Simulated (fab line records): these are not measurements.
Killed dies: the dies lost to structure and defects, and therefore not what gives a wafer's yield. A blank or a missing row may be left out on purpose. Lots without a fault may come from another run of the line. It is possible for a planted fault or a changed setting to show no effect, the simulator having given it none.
A lot that was struck, set against a sound lot || flow sky130 || 43 steps out of a route of 708
Sound: wafers L131.1, L131.4, L131.5. The struck wafers were L138.2, L138.3, L138.4. The cause is given at the end.
Per side, at each step with rows, come the tool, then ch with its chambers, and then its first start. Under that, the readings that differ: sound wafers || struck wafers || difference of the means || sigmas: that difference in standard deviations of wafers without a fault.
alike: readings with means less than 2 such deviations apart, plus words and numbers identical on both sides. not compared: withheld readings, readings lacking a value on some wafer, bounds such as >300 that could conceal the same value, and numbers that have no deviation in the record and whose values overlap.
The two part at a step that has a row with sigmas, a row that says differs or no value, or rows on one side only. Numbers that have no deviation but don't overlap get no sigmas and don't part them. Lack of a reading on every wafer of one side parts them only where that side has two or more wafers.

first, 5 steps without rows for these wafers: SKY_LDD_N_COAT_02 (resist thk 300 nm); SKY_LDD_N_SOFTBAKE_03 (time 60 s); SKY_LDD_N_EXPOSE_04 (exposes mask NTM, target cd 840 nm); SKY_LDD_N_PEB_05; SKY_LDD_N_DEVELOP_06 (develop time 58.15 s).
SKY_LDD_N_OVL_MEAS_07:
  sound on overlay-01 at day 18 03:25; struck on overlay-02 at day 20 16:10
  alike: LDD_N_OVL
then, 6 steps without rows for these wafers: SKY_LDD_N_IMPLANT_08; SKY_LDD_N_IMPLANT_09; SKY_LDD_N_IMPLANT_10; SKY_LDD_N_IMPLANT_11; SKY_LDD_N_IMPLANT_12; SKY_LDD_N_IMPLANT_13.
SKY_LDD_N_IMPLANT_14:
  sound on implanter-02 ch 0, day 18 04:21; struck on implanter-04 ch 0, day 20 17:07
  alike: beamEnergyKeV, beamOnS
after that, 1 step had no rows for these wafers: SKY_LDD_N_IMPLANT_15.
SKY_LDD_N_STRIP_16: strips in O2/N2.
  sound on plasmaAsher-04 ch 0,1, day 18 04:39; struck on plasmaAsher-03 ch 0,1, day 20 17:24
  alike: drypumpMotorCurrentA, oesProductAu, stripTimeToEndpointS
  not compared: rfHoursCounterH
SKY_LDD_N_TW_MEAS_17:
  sound on filmMetro-01 at day 18 04:45; struck on filmMetro-04 at day 20 17:31
  alike: LDD_N_TW
then, 7 steps without rows for these wafers: SKY_LDD_P_DEHYDRATE_00 (time 60 s); SKY_LDD_P_HMDS_01 (prime time 60 s); SKY_LDD_P_COAT_02 (resist thk 1140 nm); SKY_LDD_P_SOFTBAKE_03 (time 60 s); SKY_LDD_P_EXPOSE_04 (exposes mask PSDM, target cd 380 nm); SKY_LDD_P_PEB_05; SKY_LDD_P_DEVELOP_06 (develop time 60 s).
SKY_LDD_P_CD_MEAS_07: the cd target is 380 nm.
  sound on cdSem-02 at day 19 10:43; struck on cdSem-02 at day 22 00:11
  alike: cdNm
SKY_LDD_P_OVL_MEAS_08:
  sound on overlay-02 at day 19 10:50; struck on overlay-02 at day 22 00:17
  alike: LDD_P_OVL
after that, 1 step had no rows for these wafers: SKY_LDD_P_IMPLANT_09.
SKY_LDD_P_STRIP_10: strips in O2/N2.
  sound on plasmaAsher-03 ch 0,1, day 19 11:01; struck on plasmaAsher-03 ch 0,1, day 22 00:28
  alike: drypumpMotorCurrentA, oesProductAu, stripTimeToEndpointS
  not compared: rfHoursCounterH
SKY_LDD_P_TW_MEAS_11:
  sound on filmMetro-01 at day 19 11:07; struck on filmMetro-03 at day 22 00:35
  alike: LDD_P_TW
then, 7 steps without rows for these wafers: SKY_LDD_HVN_DEHYDRATE_00 (time 60 s); SKY_LDD_HVN_HMDS_01 (prime time 60 s); SKY_LDD_HVN_COAT_02 (resist thk 300 nm); SKY_LDD_HVN_SOFTBAKE_03 (time 60 s); SKY_LDD_HVN_EXPOSE_04 (exposes mask HVNTM, target cd 700 nm); SKY_LDD_HVN_PEB_05; SKY_LDD_HVN_DEVELOP_06 (develop time 60 s).
SKY_LDD_HVN_OVL_MEAS_07:
  sound on overlay-02 at day 20 16:27; struck on overlay-02 at day 23 07:04
{"reading": "LDD_HVN_OVL (nm)", "sound": "0.7 1.0 0.3", "struck": "3.6 3.7 2.9", "difference": "+2.7", "sigmas": "+2"}
after that, 1 step had no rows for these wafers: SKY_LDD_HVN_IMPLANT_08.
SKY_LDD_HVN_STRIP_09: strips in O2/N2.
  sound on plasmaAsher-01 ch 0,1, day 20 16:38; struck on plasmaAsher-04 ch 0,1, day 23 07:14
  alike: drypumpMotorCurrentA, oesProductAu, stripTimeToEndpointS
  not compared: rfHoursCounterH
SKY_LDD_HVN_TW_MEAS_10:
  sound on filmMetro-01 at day 20 16:44; struck on filmMetro-01 at day 23 07:21
  alike: LDD_HVN_TW
then, 3 steps without rows for these wafers: SKY_LDD_HVP_DEHYDRATE_00 (time 60 s); SKY_LDD_HVP_HMDS_01 (prime time 60 s); SKY_LDD_HVP_COAT_02 (resist thk 300 nm).
-- the record jumps here: 24 days lie between the struck wafers' starts before and after (it left off in module LDD_HVP and takes up again in module PAD_OPEN, whose first step shown is number 708 of the route) --
SKY_PAD_OPEN_PROBE_99:
  sound on prober-02 at day 46 00:46; struck on prober-01 at day 47 18:35
{"reading": "killed_at_M0_to_M3", "sound": "39 26 38", "struck": "52 54 44", "difference": "+16", "sigmas": "+2"}
{"reading": "killedAtOther", "sound": "0 0 0", "struck": "1 1 1", "difference": "+1", "sigmas": "+2"}
{"reading": "model.etest.nfet_01v8.driveUaUmRange", "sound": "10.22 10.52 8.577", "struck": "15.49 15.47 19.03", "difference": "+6.89", "sigmas": ""}
{"reading": "model.etest.nfet_01v8_swapped.vtSatV (V)", "sound": "0.6292 0.6293 0.6325", "struck": "0.6175 0.6195 0.6194", "difference": -0.0115, "sigmas": ""}
{"reading": "model.etest.nfet_01v8.vtVRange", "sound": "0.008832 0.009669 0.006721", "struck": "0.01596 0.02223 0.01663", "difference": "+0.00987", "sigmas": ""}
  alike: killed_at_M4_up, killedAtContacts, killedAtFrontEnd, killedDies, killedOnRim, killedOpen, killedShort

## WHERE THEY PART
Last at SKY_PAD_OPEN_PROBE_99 as far as this record goes, first at SKY_LDD_HVN_OVL_MEAS_07.

WHY: what the simulator had put in
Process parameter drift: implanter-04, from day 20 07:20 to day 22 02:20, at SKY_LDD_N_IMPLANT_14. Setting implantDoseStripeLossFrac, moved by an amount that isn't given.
